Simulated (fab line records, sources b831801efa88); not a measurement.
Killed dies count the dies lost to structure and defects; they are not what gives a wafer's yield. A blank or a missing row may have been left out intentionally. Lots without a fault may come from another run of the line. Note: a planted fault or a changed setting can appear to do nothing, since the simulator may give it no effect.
Split-lot experiment :: flow sfqLine :: 23 wafers read from 5 lots, route of 325 steps

## THE SPLIT ITSELF
At SFQ_TRILAYER_M0_LITHO_PEB_024 (peb time 60 s), the setting pebTempC was moved away from the recipe's 115 C on 4 of the 23 wafers read, by -2.2% to -1.7%. The other wafers ran this setting at the recipe's value.

Split to reading: the file shows no intervening step.

## THE READING
M0.cdNm (the simulator's own value, which no gauge read), in nm, at SFQ_TRILAYER_M0_BARC_OPEN_METAL_ETCH_031 (etches BARC in O2, target depth 125 nm, time 41.7 s). There is no usual value for it anywhere in the file. The 19 wafers here that ran the recipe average 500.2 nm, standard deviation 0.93 nm.

wafer: L075.3
tool, chamber at the split: lithoTrack-01, 0
pebTempC as run, C: 115
against the recipe: recipe
M0.cdNm, nm: 498.7
against lot-mates on the recipe: -

wafer: L075.4
tool, chamber at the split: lithoTrack-01, 0
pebTempC as run, C: 115
against the recipe: recipe
M0.cdNm, nm: 501.5
against lot-mates on the recipe: -

wafer: L075.5
tool, chamber at the split: lithoTrack-01, 0
pebTempC as run, C: 115
against the recipe: recipe
M0.cdNm, nm: 500.4
against lot-mates on the recipe: -

wafer: L079.1
tool, chamber at the split: lithoTrack-01, 0
pebTempC as run, C: 113.1
against the recipe: -1.7%
M0.cdNm, nm: 539
against lot-mates on the recipe: +39.3

wafer: L079.2
tool, chamber at the split: lithoTrack-01, 0
pebTempC as run, C: 115
against the recipe: recipe
M0.cdNm, nm: 498.7
against lot-mates on the recipe: -

wafer: L079.4
tool, chamber at the split: lithoTrack-01, 0
pebTempC as run, C: 115
against the recipe: recipe
M0.cdNm, nm: 500.8
against lot-mates on the recipe: -

wafer: L079.5
tool, chamber at the split: lithoTrack-01, 0
pebTempC as run, C: 113.1
against the recipe: -1.7%
M0.cdNm, nm: 539.4
against lot-mates on the recipe: +39.7

wafer: L079.6
tool, chamber at the split: lithoTrack-01, 0
pebTempC as run, C: 115
against the recipe: recipe
M0.cdNm, nm: 499.6
against lot-mates on the recipe: -

wafer: L080.1
tool, chamber at the split: lithoTrack-03, 0
pebTempC as run, C: 115
against the recipe: recipe
M0.cdNm, nm: 498.3
against lot-mates on the recipe: -

wafer: L080.2
tool, chamber at the split: lithoTrack-03, 0
pebTempC as run, C: 115
against the recipe: recipe
M0.cdNm, nm: 499.7
against lot-mates on the recipe: -

wafer: L080.3
tool, chamber at the split: lithoTrack-03, 0
pebTempC as run, C: 112.5
against the recipe: -2.2%
M0.cdNm, nm: 549.1
against lot-mates on the recipe: +49.6

wafer: L080.4
tool, chamber at the split: lithoTrack-03, 0
pebTempC as run, C: 115
against the recipe: recipe
M0.cdNm, nm: 500.4
against lot-mates on the recipe: -

wafer: L080.5
tool, chamber at the split: lithoTrack-03, 0
pebTempC as run, C: 112.5
against the recipe: -2.2%
M0.cdNm, nm: 548.7
against lot-mates on the recipe: +49.2

wafer: L081.1
tool, chamber at the split: lithoTrack-03, 0
pebTempC as run, C: 115
against the recipe: recipe
M0.cdNm, nm: 500.6
against lot-mates on the recipe: -

wafer: L081.2
tool, chamber at the split: lithoTrack-03, 0
pebTempC as run, C: 115
against the recipe: recipe
M0.cdNm, nm: 500.3
against lot-mates on the recipe: -

wafer: L081.3
tool, chamber at the split: lithoTrack-03, 0
pebTempC as run, C: 115
against the recipe: recipe
M0.cdNm, nm: 500.7
against lot-mates on the recipe: -

wafer: L081.5
tool, chamber at the split: lithoTrack-03, 0
pebTempC as run, C: 115
against the recipe: recipe
M0.cdNm, nm: 500.4
against lot-mates on the recipe: -

wafer: L081.6
tool, chamber at the split: lithoTrack-03, 0
pebTempC as run, C: 115
against the recipe: recipe
M0.cdNm, nm: 502
against lot-mates on the recipe: -

wafer: L083.2
tool, chamber at the split: lithoTrack-03, 0
pebTempC as run, C: 115
against the recipe: recipe
M0.cdNm, nm: 501.3
against lot-mates on the recipe: -

wafer: L083.3
tool, chamber at the split: lithoTrack-03, 0
pebTempC as run, C: 115
against the recipe: recipe
M0.cdNm, nm: 499.9
against lot-mates on the recipe: -

wafer: L083.4
tool, chamber at the split: lithoTrack-03, 0
pebTempC as run, C: 115
against the recipe: recipe
M0.cdNm, nm: 501
against lot-mates on the recipe: -

wafer: L083.5
tool, chamber at the split: lithoTrack-03, 0
pebTempC as run, C: 115
against the recipe: recipe
M0.cdNm, nm: 500
against lot-mates on the recipe: -

wafer: L083.6
tool, chamber at the split: lithoTrack-03, 0
pebTempC as run, C: 115
against the recipe: recipe
M0.cdNm, nm: 500.1
against lot-mates on the recipe: -

THE FIT
A straight line over all 23 wafers: M0.cdNm changes by -22.8 nm for each +1% of pebTempC; r = -1.00; the points scatter about the line by 1 nm.
The same after taking each lot's own level away (the mean of its wafers on the recipe; 23 wafers): -23.2 nm for each +1%; r = -1.00; scatter 0.9 nm.
According to that fit, moving pebTempC by its largest amount changes the reading by 50 nm.
Across the lots, their own levels run from 499.47 to 500.80 nm, a range of 1.4 times the standard deviation given above.
Hence the lot-to-lot level has little effect on the slope; both slopes agree.
Check: with one of the wafers moved furthest among these (-2.2%) left out of the fit, the line predicts +50.7 nm for it against its lot-mates. It came out at +49.6 nm against them.

## OTHER SPLITS APPLIED TO THESE WAFERS
Before the reading, these wafers also passed through other splits. Each is held against what the fit with the lots' levels taken away leaves over:
other split on the same wafers: SFQ_TRILAYER_L0_LITHO_COAT_010 spinRpm
wafers away from the commonest value: 7
r with M0.cdNm (lot level and that fit taken away): -0.32

other split on the same wafers: SFQ_TRILAYER_L0_VIA_LITHO_COAT_013 spinRpm
wafers away from the commonest value: 10
r with M0.cdNm (lot level and that fit taken away): +0.05

## FILE'S OWN FIT
M0.cdNm changes by -23.2 nm for each +1% of pebTempC, r = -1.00.
